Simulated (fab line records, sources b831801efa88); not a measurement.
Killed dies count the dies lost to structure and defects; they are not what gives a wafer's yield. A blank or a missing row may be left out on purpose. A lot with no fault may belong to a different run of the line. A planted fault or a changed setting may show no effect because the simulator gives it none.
fab line records + flow gf180mcu
record:
- lots: 12
- wafers: 36
- last-day: 34
route steps=602 shown VT_IMPLANT@130 DUAL_GATE@143 HV_LDD@183 M2@368
lots with no fault: from the same line, run without faults
start-h: hours from the record's first day to the start of the lot's first wafer shown + wait-h: hours elapsed since this lot's preceding step + " repeats the value in the row above + L1.1+2: a row that stands for several wafers + - either no value or no given start + * or withheld: withheld + < > ~ a bound
route shown NAME@n: a module of which the file shows steps, and the number in the route of the first + usual: mean/standard deviation taken from wafers without a fault + same: alike in all rows + chamber/n: place in a boat + sites: the reading at each site + _std_site: their standard deviation + _edge_site: the outer-site mean with the inner-site mean subtracted + radius-mm: for every site, how far away it sits from the centre of the wafer + mask NAME#n: copy n + behind: the tool/chamber that last shaped the wafer + hold: what put the lot on hold/how long, in hours/how the hold closed + device: the transistor (n, p or np) that didn't switch + end of line: the tests these same wafers got at the end of their route + step lacking rows: just its recipe + killed: the dies lost at the first sort to structure and to defects; this is not the yield of the wafer + map: shows each die of a wafer: x if killed, . if not, _ if none is there
set.NAME: the setting as run; set.NAME@STEP: as run at that earlier step + model.NAME: the simulator's own value behind a step, which no gauge read
a sample of lots followed through the steps of the route, with each step as a table and each wafer as a row
services: when a tool's chamber went out of use (start-h, in hours from the record's first day, below 0 if earlier), for how many hours, and the reason
== steps ==
step: GF_VT_IMPLANT_OVL_MEAS_40
usual:
- VT_IMPLANT_03_OVL: 0.9/1.4
| lot.wafer | tool       | chamber | start-h | wait-h | VT_IMPLANT_03_OVL[nm] |
|-----------|------------|---------|---------|--------|-----------------------|
| L253.3    | overlay-01 | -       | 165.56  | 0.1    | 0.6                   |
| L253.5    | "          | -       | "       | "      | 0.3                   |
| L253.6    | "          | -       | "       | "      | 0.2                   |
| L254.3    | overlay-01 | -       | 173.98  | 0.1    | 1.0                   |
| L254.4    | "          | -       | "       | "      | 3.0                   |
| L254.6    | "          | -       | "       | "      | 4.0                   |
| L255.1    | overlay-02 | -       | 182.85  | 0.1    | 0.0                   |
| L255.2    | "          | -       | "       | "      | 0.4                   |
| L255.4    | "          | -       | "       | "      | 0.8                   |
| L256.2    | overlay-02 | -       | 188.32  | 0.1    | 1.6                   |
| L256.3    | "          | -       | "       | "      | 1.1                   |
| L256.4    | "          | -       | "       | "      | 1.7                   |
| L257.3    | overlay-02 | -       | 194.64  | 0.1    | 2.6                   |
| L257.4    | "          | -       | "       | "      | 2.1                   |
| L257.5    | "          | -       | "       | "      | 3.4                   |
| L260.1    | overlay-01 | -       | 230.22  | 0.1    | -0.5                  |
| L260.3    | "          | -       | "       | "      | -2.1                  |
| L260.6    | "          | -       | "       | "      | -1.4                  |
| L262.3    | overlay-02 | -       | 241.79  | 0.1    | 0.8                   |
| L262.4    | "          | -       | "       | "      | 0.4                   |
| L262.5    | "          | -       | "       | "      | 0.3                   |
| L263.1    | overlay-01 | -       | 243.07  | 0.1    | 1.0                   |
| L263.5    | "          | -       | "       | "      | 1.3                   |
| L263.6    | "          | -       | "       | "      | 2.1                   |
| L267.4    | overlay-01 | -       | 264.17  | 0.1    | 2.5                   |
| L267.5    | "          | -       | "       | "      | 2.7                   |
| L267.6    | "          | -       | "       | "      | 3.1                   |
| L270.1    | overlay-02 | -       | 295.27  | 0.1    | 1.4                   |
| L270.2    | "          | -       | "       | "      | 0.9                   |
| L270.4    | "          | -       | "       | "      | 0.5                   |
| L271.2    | overlay-02 | -       | 295.92  | 0.1    | -1.3                  |
| L271.4    | "          | -       | "       | "      | -1.5                  |
| L271.6    | "          | -       | "       | "      | -1.8                  |
| L272.3    | overlay-01 | -       | 297.38  | 0.1    | -0.6                  |
| L272.4    | "          | -       | "       | "      | -1.6                  |
| L272.5    | "          | -       | "       | "      | -1.5                  |
step: GF_DUAL_GATE_OXIDATION_02
recipe:
- temp-c: 900
- ambient: O2
- stabilise-s: 600
- purge-s: 300
- target-thk-a: 108.87
- ox-time-s: 1602
usual:
- spike-tc-bottom-C: 919.7/2.4
- spike-tc-centre-C: 900.5/1.6
- spike-tc-lower-C: 901.7/1.5
- spike-tc-top-C: 910.1/1.4
- spike-tc-upper-C: 900.2/1.3
- tube-center-temp-C: 900/0.085
- tube_center_temp_C_max: 902.3/0.39
- zone-power-bottom-pct: 27.3/0.47
- zone-power-centre-pct: 19/4.3
- zone-power-lower-pct: 14.60/0.15
- zone-power-top-pct: 33.0/0.88
- zone-power-upper-pct: 20.5/0.61
same:
- ox-time-s: 1602
| lot.wafer | tool       | chamber | start-h | wait-h | spike-tc-bottom-C | spike-tc-centre-C | spike-tc-lower-C | spike-tc-top-C | spike-tc-upper-C | tube-center-temp-C | tube_center_temp_C_max | zone-power-bottom-pct | zone-power-centre-pct | zone-power-lower-pct | zone-power-top-pct | zone-power-upper-pct |
|-----------|------------|---------|---------|--------|-------------------|-------------------|------------------|----------------|------------------|--------------------|------------------------|-----------------------|-----------------------|----------------------|--------------------|----------------------|
| L253.3    | furnace-01 | 0       | 166.71  | 0.0    | 918.1             | 899.8             | 900.6            | 909.0          | 900.7            | 900.22             | 902.8                  | 27.9                  | 15                    | 14.68                | 31.9               | 19.9                 |
| L253.5    | "          | 0       | "       | "      | 919.1             | 901.7             | 899.6            | 910.7          | 900.4            | 900                | 902.2                  | 27.6                  | 15                    | 14.64                | 32.5               | 20.1                 |
| L253.6    | "          | 0       | "       | "      | 916.1             | 902.0             | 900.7            | 908.7          | 900.0            | 900.09             | 902.6                  | 27.7                  | 15                    | 14.76                | 32.0               | 20.3                 |
| L254.3    | furnace-01 | 0       | 176.27  | 1.1    | 917.6             | 900.3             | 901.0            | 911.1          | 901.2            | 900.04             | 902.6                  | 27.6                  | 15                    | 14.91                | 31.9               | 20.2                 |
| L254.4    | "          | 0       | "       | "      | 917.5             | 902.3             | 899.5            | 908.5          | 902.2            | 899.82             | 902.3                  | 27.9                  | 15                    | 14.52                | 32.0               | 20.0                 |
| L254.6    | "          | 0       | "       | "      | 919.6             | 901.9             | 901.4            | 909.6          | 901.5            | 900.08             | 902.3                  | 28.2                  | 15                    | 14.74                | 32.9               | 20.0                 |
| L255.1    | furnace-02 | 0       | 184.02  | 0.0    | 922.8             | 899.6             | 905.1            | 912.0          | 897.9            | 900.03             | 902.5                  | 27.1                  | 24                    | 14.66                | 33.4               | 20.9                 |
| L255.2    | "          | 0       | "       | "      | 921.1             | 899.0             | 903.5            | 911.9          | 899.9            | 899.95             | 902.4                  | 27.0                  | 23                    | 14.48                | 34.2               | 21.1                 |
| L255.4    | "          | 0       | "       | "      | 922.8             | 897.5             | 903.8            | 911.3          | 899.8            | 900.03             | 902.5                  | 27.0                  | 24                    | 14.52                | 33.4               | 21.3                 |
| L256.2    | furnace-01 | 0       | 189.48  | 0.0    | 916.9             | 902.7             | 899.5            | 909.0          | 902.1            | 900                | 902.4                  | 27.6                  | 15                    | 14.84                | 32.5               | 19.9                 |
| L256.3    | "          | 0       | "       | "      | 918.9             | 903.0             | 900.9            | 911.1          | 900.6            | 899.92             | 902.0                  | 27.4                  | 15                    | 14.57                | 32.1               | 20.1                 |
| L256.4    | "          | 0       | "       | "      | 917.5             | 902.6             | 901.1            | 908.4          | 899.9            | 900.06             | 902.8                  | 27.4                  | 15                    | 14.80                | 32.6               | 20.0                 |
| L257.3    | furnace-01 | 0       | 196.54  | 0.8    | 917.6             | 901.9             | 900.0            | 908.3          | 901.7            | 899.98             | 902.1                  | 27.6                  | 15                    | 14.72                | 32.1               | 20.3                 |
| L257.4    | "          | 0       | "       | "      | 917.6             | 901.4             | 900.0            | 909.6          | 899.7            | 899.96             | 901.8                  | 27.6                  | 15                    | 14.58                | 32.2               | 20.3                 |
| L257.5    | "          | 0       | "       | "      | 918.9             | 902.5             | 901.0            | 909.7          | 902.1            | 900.03             | 902.7                  | 27.8                  | 15                    | 14.85                | 32.5               | 20.1                 |
| L260.1    | furnace-01 | 0       | 231.93  | 0.5    | 917.7             | 903.4             | 900.9            | 908.9          | 900.4            | 899.86             | 902.1                  | 27.9                  | 15                    | 14.88                | 31.9               | 19.8                 |
| L260.3    | "          | 0       | "       | "      | 917.3             | 900.6             | 900.1            | 910.4          | 900.5            | 899.82             | 901.6                  | 27.5                  | 15                    | 14.70                | 32.2               | 19.9                 |
| L260.6    | "          | 0       | "       | "      | 917.1             | 901.0             | 899.3            | 910.0          | 900.0            | 900.02             | 902.0                  | 27.5                  | 15                    | 14.43                | 32.7               | 19.6                 |
| L262.3    | furnace-02 | 0       | 242.95  | 0.0    | 960.0             | 936.4             | 941.4            | 950.0          | 938.0            | 938.61             | 940.5                  | 29.9                  | 26                    | 16.13                | 36.6               | 23.4                 |
| L262.4    | "          | 0       | "       | "      | 962.9             | 936.6             | 942.0            | 949.8          | 936.7            | 938.47             | 940.5                  | 29.3                  | 26                    | 16.05                | 36.6               | 23.6                 |
| L262.5    | "          | 0       | "       | "      | 961.5             | 938.4             | 940.5            | 949.0          | 937.1            | 938.64             | 940.8                  | 29.5                  | 26                    | 15.81                | 36.3               | 23.4                 |
| L263.1    | furnace-02 | 0       | 244.39  | 0.2    | 961.3             | 938.7             | 942.9            | 952.3          | 936.1            | 938.61             | 940.7                  | 29.9                  | 26                    | 16.18                | 37.3               | 23.3                 |
| L263.5    | "          | 0       | "       | "      | 960.2             | 936.3             | 940.6            | 950.1          | 937.1            | 938.51             | 941.6                  | 29.7                  | 25                    | 15.89                | 36.4               | 23.2                 |
| L263.6    | "          | 0       | "       | "      | 961.1             | 938.3             | 941.7            | 949.6          | 937.5            | 938.66             | 940.6                  | 29.7                  | 26                    | 16.13                | 37.2               | 24.0                 |
| L267.4    | furnace-02 | 0       | 268.08  | 2.8    | 959.4             | 938.1             | 941.1            | 949.5          | 939.0            | 938.68             | 941.8                  | 30.1                  | 26                    | 15.92                | 36.3               | 23.2                 |
| L267.5    | "          | 0       | "       | "      | 962.9             | 938.2             | 941.4            | 948.6          | 936.4            | 938.37             | 940.4                  | 29.9                  | 27                    | 16.11                | 37.0               | 23.5                 |
| L267.6    | "          | 0       | "       | "      | 961.4             | 935.8             | 942.3            | 949.7          | 939.6            | 938.57             | 941.0                  | 29.6                  | 26                    | 15.96                | 36.7               | 23.2                 |
| L270.1    | furnace-01 | 0       | 296.55  | 0.0    | 918.5             | 901.8             | 902.1            | 908.6          | 899.8            | 900.05             | 902.5                  | 27.5                  | 15                    | 14.65                | 32.0               | 20.3                 |
| L270.2    | "          | 0       | "       | "      | 918.3             | 902.0             | 901.1            | 908.6          | 901.8            | 899.85             | 901.8                  | 27.5                  | 15                    | 14.67                | 32.2               | 20.0                 |
| L270.4    | "          | 0       | "       | "      | 917.9             | 902.1             | 902.2            | 911.1          | 900.0            | 900.02             | 903.0                  | 28.5                  | 15                    | 14.57                | 32.3               | 20.1                 |
| L271.2    | furnace-01 | 0       | 298.00  | 0.8    | 917.1             | 900.3             | 901.2            | 910.7          | 903.0            | 899.97             | 902.5                  | 28.1                  | 15                    | 14.79                | 31.8               | 20.3                 |
| L271.4    | "          | 0       | "       | "      | 918.1             | 901.8             | 900.1            | 907.8          | 902.2            | 900.08             | 902.1                  | 27.8                  | 15                    | 14.55                | 31.9               | 19.7                 |
| L271.6    | "          | 0       | "       | "      | 917.4             | 901.3             | 900.4            | 909.1          | 899.9            | 899.96             | 902.2                  | 27.0                  | 15                    | 14.35                | 32.9               | 20.0                 |
| L272.3    | furnace-01 | 0       | 299.44  | 0.9    | 918.4             | 900.3             | 900.6            | 908.4          | 900.4            | 900.14             | 902.6                  | 27.3                  | 15                    | 14.63                | 32.3               | 19.8                 |
| L272.4    | "          | 0       | "       | "      | 918.0             | 903.0             | 901.4            | 909.2          | 902.6            | 900.09             | 902.9                  | 27.6                  | 15                    | 14.64                | 32.8               | 20.0                 |
| L272.5    | "          | 0       | "       | "      | 917.8             | 900.2             | 900.3            | 909.2          | 902.5            | 900.07             | 902.3                  | 28.0                  | 15                    | 14.64                | 32.2               | 20.3                 |
step: GF_DUAL_GATE_THK_MEAS_03
recipe:
- reads: SiO2_of_DUAL_GATE_OXIDATION_02
usual:
- DUAL_GATE_OXIDATION_00_THK: 10.94/0.17
| lot.wafer | tool          | chamber | start-h | wait-h | DUAL_GATE_OXIDATION_00_THK[nm] |
|-----------|---------------|---------|---------|--------|--------------------------------|
| L253.3    | film-metro-02 | -       | 168.18  | 0.0    | 11.15                          |
| L253.5    | "             | -       | "       | "      | 11.30                          |
| L253.6    | "             | -       | "       | "      | 10.95                          |
| L254.3    | film-metro-03 | -       | 177.74  | 0.0    | 11.06                          |
| L254.4    | "             | -       | "       | "      | 10.93                          |
| L254.6    | "             | -       | "       | "      | 11.21                          |
| L255.1    | film-metro-02 | -       | 185.46  | 0.0    | 10.95                          |
| L255.2    | "             | -       | "       | "      | 11.11                          |
| L255.4    | "             | -       | "       | "      | 10.89                          |
| L256.2    | film-metro-03 | -       | 190.93  | 0.0    | 10.98                          |
| L256.3    | "             | -       | "       | "      | 10.81                          |
| L256.4    | "             | -       | "       | "      | 10.89                          |
| L257.3    | film-metro-04 | -       | 198.00  | 0.0    | 10.79                          |
| L257.4    | "             | -       | "       | "      | 10.74                          |
| L257.5    | "             | -       | "       | "      | 10.94                          |
| L260.1    | film-metro-02 | -       | 233.37  | 0.0    | 10.93                          |
| L260.3    | "             | -       | "       | "      | 10.89                          |
| L260.6    | "             | -       | "       | "      | 10.89                          |
| L262.3    | film-metro-04 | -       | 244.41  | 0.0    | 16.39                          |
| L262.4    | "             | -       | "       | "      | 16.22                          |
| L262.5    | "             | -       | "       | "      | 16.26                          |
| L263.1    | film-metro-03 | -       | 245.84  | 0.0    | 16.08                          |
| L263.5    | "             | -       | "       | "      | 16.21                          |
| L263.6    | "             | -       | "       | "      | 16.13                          |
| L267.4    | film-metro-04 | -       | 269.56  | 0.0    | 16.19                          |
| L267.5    | "             | -       | "       | "      | 16.20                          |
| L267.6    | "             | -       | "       | "      | 16.16                          |
| L270.1    | film-metro-03 | -       | 298.00  | 0.0    | 11.15                          |
| L270.2    | "             | -       | "       | "      | 11.05                          |
| L270.4    | "             | -       | "       | "      | 11.35                          |
| L271.2    | film-metro-04 | -       | 299.45  | 0.0    | 11.01                          |
| L271.4    | "             | -       | "       | "      | 11.10                          |
| L271.6    | "             | -       | "       | "      | 11.05                          |
| L272.3    | film-metro-04 | -       | 300.91  | 0.0    | 10.84                          |
| L272.4    | "             | -       | "       | "      | 10.94                          |
| L272.5    | "             | -       | "       | "      | 10.80                          |
step: GF_HV_LDD_CD_MEAS_07
recipe:
- target-cd-nm: 400
usual:
- cd-nm: 399.7/2.5
| lot.wafer | tool      | chamber | start-h | wait-h | cd-nm |
|-----------|-----------|---------|---------|--------|-------|
| L253.3    | cd-sem-01 | -       | 224.92  | 0.1    | 399.2 |
| L253.5    | "         | -       | "       | "      | 400.0 |
| L253.6    | "         | -       | "       | "      | 398.4 |
| L254.3    | cd-sem-02 | -       | 233.99  | 0.1    | 402.6 |
| L254.4    | "         | -       | "       | "      | 404.7 |
| L254.6    | "         | -       | "       | "      | 401.3 |
| L255.1    | cd-sem-01 | -       | 245.13  | 0.1    | 394.1 |
| L255.2    | "         | -       | "       | "      | 396.8 |
| L255.4    | "         | -       | "       | "      | 396.4 |
| L256.2    | cd-sem-01 | -       | 248.81  | 0.2    | 401.0 |
| L256.3    | "         | -       | "       | "      | 402.0 |
| L256.4    | "         | -       | "       | "      | 401.0 |
| L257.3    | cd-sem-01 | -       | 258.36  | 0.1    | 402.1 |
| L257.4    | "         | -       | "       | "      | 402.3 |
| L257.5    | "         | -       | "       | "      | 399.4 |
| L260.1    | cd-sem-02 | -       | 293.90  | 0.1    | 397.8 |
| L260.3    | "         | -       | "       | "      | 398.3 |
| L260.6    | "         | -       | "       | "      | 398.3 |
| L262.3    | cd-sem-01 | -       | 309.54  | 0.1    | 393.1 |
| L262.4    | "         | -       | "       | "      | 395.3 |
| L262.5    | "         | -       | "       | "      | 395.0 |
| L263.1    | cd-sem-02 | -       | 310.50  | 0.1    | 399.4 |
| L263.5    | "         | -       | "       | "      | 397.7 |
| L263.6    | "         | -       | "       | "      | 399.8 |
| L267.4    | cd-sem-01 | -       | 333.96  | 0.1    | 397.8 |
| L267.5    | "         | -       | "       | "      | 395.8 |
| L267.6    | "         | -       | "       | "      | 397.3 |
| L270.1    | cd-sem-02 | -       | 366.50  | 0.1    | 399.6 |
| L270.2    | "         | -       | "       | "      | 400.5 |
| L270.4    | "         | -       | "       | "      | 400.1 |
| L271.2    | cd-sem-02 | -       | 367.74  | 0.1    | 399.5 |
| L271.4    | "         | -       | "       | "      | 399.0 |
| L271.6    | "         | -       | "       | "      | 398.5 |
| L272.3    | cd-sem-02 | -       | 370.59  | 0.1    | 399.6 |
| L272.4    | "         | -       | "       | "      | 400.7 |
| L272.5    | "         | -       | "       | "      | 400.8 |
step: GF_M2_THK_MEAS_06
recipe:
- thk-meas-gauge: xrf
- reads: AlCu_of_M2_SPUTTER_02
usual:
- M2_ALCU_THK: 449/4.5
| lot.wafer | tool          | chamber | start-h | wait-h | M2_ALCU_THK[nm] |
|-----------|---------------|---------|---------|--------|-----------------|
| L253.3    | film-metro-03 | -       | 425.62  | 0.1    | 445             |
| L253.5    | "             | -       | "       | "      | 447             |
| L253.6    | "             | -       | "       | "      | 448             |
| L254.3    | film-metro-01 | -       | 431.49  | 0.1    | 453             |
| L254.4    | "             | -       | "       | "      | 452             |
| L254.6    | "             | -       | "       | "      | 454             |
| L255.1    | film-metro-02 | -       | 452.57  | 0.1    | 455             |
| L255.2    | "             | -       | "       | "      | 455             |
| L255.4    | "             | -       | "       | "      | 451             |
| L256.2    | film-metro-03 | -       | 453.69  | 0.1    | 453             |
| L256.3    | "             | -       | "       | "      | 453             |
| L256.4    | "             | -       | "       | "      | 449             |
| L257.3    | film-metro-03 | -       | 464.72  | 0.1    | 442             |
| L257.4    | "             | -       | "       | "      | 445             |
| L257.5    | "             | -       | "       | "      | 444             |
| L260.1    | film-metro-03 | -       | 509.70  | 0.1    | 445             |
| L260.3    | "             | -       | "       | "      | 447             |
| L260.6    | "             | -       | "       | "      | 450             |
| L262.3    | film-metro-03 | -       | 526.82  | 0.1    | 450             |
| L262.4    | "             | -       | "       | "      | 454             |
| L262.5    | "             | -       | "       | "      | 447             |
| L263.1    | film-metro-01 | -       | 530.58  | 0.1    | 451             |
| L263.5    | "             | -       | "       | "      | 455             |
| L263.6    | "             | -       | "       | "      | 455             |
| L267.4    | film-metro-02 | -       | 555.30  | 0.1    | 446             |
| L267.5    | "             | -       | "       | "      | 443             |
| L267.6    | "             | -       | "       | "      | 445             |
| L270.1    | film-metro-03 | -       | 586.13  | 0.1    | 454             |
| L270.2    | "             | -       | "       | "      | 454             |
| L270.4    | "             | -       | "       | "      | 452             |
| L271.2    | film-metro-03 | -       | 588.23  | 0.1    | 446             |
| L271.4    | "             | -       | "       | "      | 447             |
| L271.6    | "             | -       | "       | "      | 448             |
| L272.3    | film-metro-03 | -       | 591.34  | 0.1    | 440             |
| L272.4    | "             | -       | "       | "      | 441             |
| L272.5    | "             | -       | "       | "      | 442             |
== services ==
| tool       | chamber | start-h | hours | kind   |
|------------|---------|---------|-------|--------|
| furnace-02 | -       | 176.51  | 3.1   | pm     |
| furnace-01 | -       | 215.89  | 3.4   | pm     |
| furnace-01 | -       | 219.29  | 2.4   | pm     |
| furnace-02 | -       | 222.14  | 3.6   | pm     |
| furnace-02 | -       | 256.30  | 10.7  | repair |
== key ==
first-sign:
- step: GF_DUAL_GATE_OXIDATION_02
- reading: tube-center-temp-C
- direction: up
- sigmas: 99+
- usual: *
- struck: *
effect:
- step: GF_DUAL_GATE_OXIDATION_02
- reading: tube_center_temp_C_max
- direction: up
- sigmas: 99+
- usual: *
- struck: *
effect:
- step: GF_DUAL_GATE_THK_MEAS_03
- reading: DUAL_GATE_OXIDATION_00_THK
- direction: up
- sigmas: 30
- usual: 10.94
- struck: 16.20
met-at GF_DUAL_GATE_OXIDATION_02
struck-lots L262,L263,L267
tester-left-out L262,L263,L267
not-acting-at GF_VT_IMPLANT_OVL_MEAS_40,GF_HV_LDD_CD_MEAS_07,GF_M2_THK_MEAS_06
onset-between 184.02 242.95
fault:
- kind: process-parameter-drift
- tool: furnace-02
- chamber: -
- onset-h: 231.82
- steps: GF_DUAL_GATE_OXIDATION_02
- channel: temp-c
- offset: *
- shape: step
- end-h: 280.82
- acts-in: *
- stated: *
tester-left-out: of these lots the tester's yield and bins aren't shown, on N5 and GAA mostly nor the transistor test; their killed dies are dies lost to structure and defects alone, not to doping, threshold or leakage, so they don't give the yield
